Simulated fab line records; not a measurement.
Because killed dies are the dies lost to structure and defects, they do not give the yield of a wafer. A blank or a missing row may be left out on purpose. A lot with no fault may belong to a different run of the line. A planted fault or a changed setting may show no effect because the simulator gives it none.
Matching of chambers + flow gf180mcu + 4 sister chambers for GF_STI_ETCH_14 on rie-si-02
The step etches Si in HBr/Cl2/O2, target depth 360 nm, time 102.9 s. 16 wafers are shown with their chamber, then 8 later ones without.

WAFERS, EACH WITH ITS CHAMBER
| wafer  | chamber | drypump-motor-current-A (A) | run-length-s (s) | oes-product-au (a.u.) |
|--------|---------|-----------------------------|------------------|-----------------------|
| L972.1 | 2       | 5.3                         | 131.1            | 0.991                 |
| L972.4 | 0       | 5.0                         | 132.1            | 1.003                 |
| L972.6 | 2       | 5.3                         | 131.5            | 0.985                 |
| L976.2 | 1       | 6.1                         | 130.6            | 0.989                 |
| L976.4 | 3       | 5.3                         | 131.0            | 1.013                 |
| L976.5 | 2       | 5.3                         | 131.7            | 0.991                 |
| L979.3 | 3       | 5.3                         | 130.9            | 0.986                 |
| L979.4 | 2       | 5.3                         | 131.1            | 0.982                 |
| L979.6 | 3       | 5.4                         | 131.2            | 0.990                 |
| L987.1 | 0       | 5.0                         | 131.6            | 0.988                 |
| L987.3 | 1       | 6.1                         | 130.4            | 0.981                 |
| L987.6 | 3       | 5.3                         | 130.8            | 1.004                 |
| L989.1 | 1       | 6.1                         | 130.8            | 0.981                 |
| L989.3 | 0       | 5.0                         | 131.8            | 0.993                 |
| L989.6 | 0       | 5.0                         | 131.6            | 0.984                 |
| L990.1 | 0       | 5.0                         | 131.9            | 0.989                 |

SIGNATURES (means of the wafers above)
| reading                 | chamber 0 | chamber 1 | chamber 2 | chamber 3 | scatter within a chamber |
|-------------------------|-----------|-----------|-----------|-----------|--------------------------|
| drypump-motor-current-A | 5.000     | 6.100     | 5.300     | 5.325     | 0.025                    |
| run-length-s            | 131.800   | 130.600   | 131.350   | 130.975   | 0.227                    |
| oes-product-au          | 0.99140   | 0.98367   | 0.98725   | 0.99825   | 0.00807                  |
Rule: for a wafer and a chamber, the distance is found by dividing, reading by reading, the gap between the wafer's reading and the chamber's mean by the reading's scatter, squaring, summing and taking the root. The wafer belongs to the nearest chamber; if the next one is less than 2 further off, it can't be placed. The scatter: the root of (the sum of the squares of (reading less its chamber's mean) over the shown wafers, divided by (wafers less chambers)).

WAFERS WHOSE CHAMBER IS MISSING
| wafer  | drypump-motor-current-A (A) | run-length-s (s) | oes-product-au (a.u.) |
|--------|-----------------------------|------------------|-----------------------|
| L990.2 | 5.4                         | 131.1            | 0.996                 |
| L990.3 | 6.1                         | 130.6            | 0.992                 |
| L992.4 | 5.3                         | 131.1            | 1.008                 |
| L992.5 | 5.3                         | 130.8            | 1.005                 |
| L992.6 | 5.3                         | 131.2            | 1.001                 |
| L994.1 | 5.0                         | 131.8            | 0.993                 |
| L994.3 | 6.1                         | 130.3            | 1.006                 |
| L994.4 | 5.3                         | 131.3            | 0.998                 |

EACH ONE'S CHAMBER
| wafer  | from the rows above     | in truth |
|--------|-------------------------|----------|
| L990.2 | can't be placed: 3 or 2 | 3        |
| L990.3 | 1                       | 1        |
| L992.4 | can't be placed: 3 or 2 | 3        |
| L992.5 | can't be placed: 3 or 2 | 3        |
| L992.6 | can't be placed: 3 or 2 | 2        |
| L994.1 | 0                       | 0        |
| L994.3 | 1                       | 1        |
| L994.4 | can't be placed: 2 or 3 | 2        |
Placed correctly: 3 of 8. Not placeable from these rows: 5 (in 5, the candidates include the true chamber). Placed wrongly: 0.
